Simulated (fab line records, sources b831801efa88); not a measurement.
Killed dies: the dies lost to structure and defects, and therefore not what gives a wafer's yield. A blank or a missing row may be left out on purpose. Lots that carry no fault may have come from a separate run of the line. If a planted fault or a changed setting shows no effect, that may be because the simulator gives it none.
A single fault, viewed from 2 desks    flow gf180mcu    what lay behind the numbers comes last; until then each desk has only its own

## METROLOGY DESK
What the gauges read for every lot (on any tool): the sampled wafers with a number, averaged. If a lot's mean is further than 4 standard deviations from the usual mean, the lot is out of limits and carries the mark OUT (the distance appears in the brackets).
Columns: A = TOP_METAL_ALCU_RS at GF_TOP_METAL_RS_MEAS_05, usual 0.0327 ohm/sq; B = TOP_METAL_ALCU_THK at GF_TOP_METAL_THK_MEAS_06, usual 908 nm; C = PASSIVATION_BOW at GF_PASSIVATION_BOW_MEAS_14, usual 134 um
lot   first seen here  A                         B              C
L477  day 27 13:37     0.0329                    906            127
L481  day 28 16:28     0.0325                    910            136
L483  day 29 08:50     0.0322                    918            125
L484  day 29 09:48     0.0329                    896            128
L485  day 29 21:58     0.0326                    916            157
L486  day 29 23:50     0.0329                    897            147
L487  day 30 08:46     0.0329                    899            137
L488  day 30 19:04     0.0328                    913            139
L489  day 30 21:38     0.0327                    914            130
L490  day 30 22:29     0.0327                    907            130
L491  day 31 11:25     0.0323                    927            136
L499  day 33 06:50     0.1167 (+99 or more) OUT  258 (-59) OUT  180 (+4.2) OUT
L500  day 33 12:37     0.1112 (+99 or more) OUT  273 (-58) OUT  171
This desk's finding: out of limits on L499, L500; first on L499, day 33 06:50 (TOP_METAL_ALCU_RS at GF_TOP_METAL_RS_MEAS_05). Within limits: L477, L481, L483, L484, L485, L486, L487, L488, L489, L490, L491.

## FOR THE TOOL OWNER'S DESK: pvd-sputter-03
The tool's own readings at GF_TOP_METAL_SPUTTER_02 (material AlCu, target thk 900 nm, time 47.82 s): means of the sampled wafers that have a number, for each lot that ran on this tool. If a lot's mean is further than 4 standard deviations from the usual mean, the lot is out of limits and carries the mark OUT (the distance appears in the brackets).
Columns: A = throttle-valve-pct at GF_TOP_METAL_SPUTTER_02, usual 29.3 %
lot   first seen here  A
L481  day 28 16:23     29.0
L484  day 29 09:40     29.0
L485  day 29 21:50     29.0
L499  day 33 06:44     28.6
L500  day 33 12:32     28.9
Finding of this desk: none of the 5 lots has anything out of limits.

## PUT TOGETHER
On L499, L500, the metrology desk was in a position to raise an alarm at day 33 06:50.
The desk of the tool owner found nothing out of limits.
Tool owner's desk: L499, L500 on record, inside its limits.
GF_TOP_METAL_SPUTTER_02 was run on pvd-sputter-03 by each of the lots named.

## WHAT WAS PUT IN BY THE SIMULATOR
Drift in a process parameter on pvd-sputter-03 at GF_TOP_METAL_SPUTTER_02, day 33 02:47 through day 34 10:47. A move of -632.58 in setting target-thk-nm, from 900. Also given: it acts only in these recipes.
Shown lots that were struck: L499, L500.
Time in hours between the start of the fault and the first out-of-limits reading at each desk: metrology desk, 4.
